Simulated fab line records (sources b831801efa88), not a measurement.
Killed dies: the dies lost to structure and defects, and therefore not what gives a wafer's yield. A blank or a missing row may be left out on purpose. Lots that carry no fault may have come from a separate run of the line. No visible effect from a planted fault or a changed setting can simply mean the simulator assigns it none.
Matching of chambers	flow sky130	SKY_FIELD_ISO_ETCH_17 on rieSi-01: 4 sister chambers
The step etches Si in HBr/Cl2/O2, target depth 342 nm, time 97.7 s. 22 wafers are shown with their chamber, then 11 later ones without.

== WAFERS WITH THEIR CHAMBER ==
wafer	chamber	drypumpMotorCurrentA (A)	O2_flow_sccm (sccm)	oesProductAu (a.u.)
L074.2	0	5.6	6.000	1.006
L074.5	2	6.1	6.015	1.005
L074.6	0	5.5	6.030	0.994
L077.2	1	5.1	5.997	0.992
L077.3	2	6.1	6.000	0.995
L077.4	3	6.0	5.983	1.004
L078.2	3	6.0	5.985	0.997
L078.4	0	5.5	5.970	0.995
L078.6	1	5.1	6.000	1.007
L079.1	1	5.2	5.995	0.989
L079.3	2	6.2	6.005	0.999
L079.6	3	6.0	5.996	1.005
L080.1	3	5.9	6.007	1.005
L080.2	0	5.6	5.996	1.000
L080.4	2	6.2	6.006	1.006
L082.1	2	6.2	5.996	1.001
L082.5	0	5.5	6.034	0.982
L082.6	1	5.2	6.007	1.008
L085.1	3	6.0	5.951	1.005
L085.3	1	5.1	6.006	1.005
L085.4	0	5.6	6.052	0.993
L087.1	2	6.2	5.996	1.013

SIGNATURES (averages over the wafers above)
reading	chamber 0	chamber 1	chamber 2	chamber 3	scatter within a chamber
drypumpMotorCurrentA	5.550	5.140	6.167	5.980	0.0518
O2_flow_sccm	6.01367	6.00100	6.00300	5.98440	0.0193
oesProductAu	0.99500	1.00020	1.00317	1.00320	0.00703
Rule: distance of a wafer from a chamber = root of the sum over the readings of ((wafer's reading minus chamber's mean) / reading's scatter) squared. The wafer belongs to the nearest chamber; if the next one is less than 2 further off, it can't be placed. The scatter: take each reading less its chamber's mean, square it, sum over the shown wafers, divide by the number of wafers less the number of chambers, and take the root.

== WAFERS MISSING THEIR CHAMBER ==
wafer	drypumpMotorCurrentA (A)	O2_flow_sccm (sccm)	oesProductAu (a.u.)
L087.5	5.2	6.001	1.018
L087.6	6.2	5.992	1.004
L090.1	6.0	5.965	1.015
L090.4	6.0	6.000	1.008
L090.6	5.6	5.999	1.002
L096.1	5.5	5.984	1.004
L096.2	6.2	6.034	1.001
L096.5	5.9	6.003	1.010
L097.3	6.1	5.983	1.006
L097.5	6.0	5.997	1.011
L097.6	6.1	5.970	1.009

== WHICH CHAMBER EACH ONE RAN IN ==
wafer	from the rows above	in truth
L087.5	1	1
L087.6	2	2
L090.1	3	3
L090.4	3	3
L090.6	0	0
L096.1	0	0
L096.2	2	2
L096.5	3	3
L097.3	can't be placed: 2 or 3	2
L097.5	3	3
L097.6	can't be placed: 2 or 3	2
Correct placement for 9 of the 11. Not placeable from these rows: 2 (in 2, the candidates include the true chamber). 0 placed wrongly.
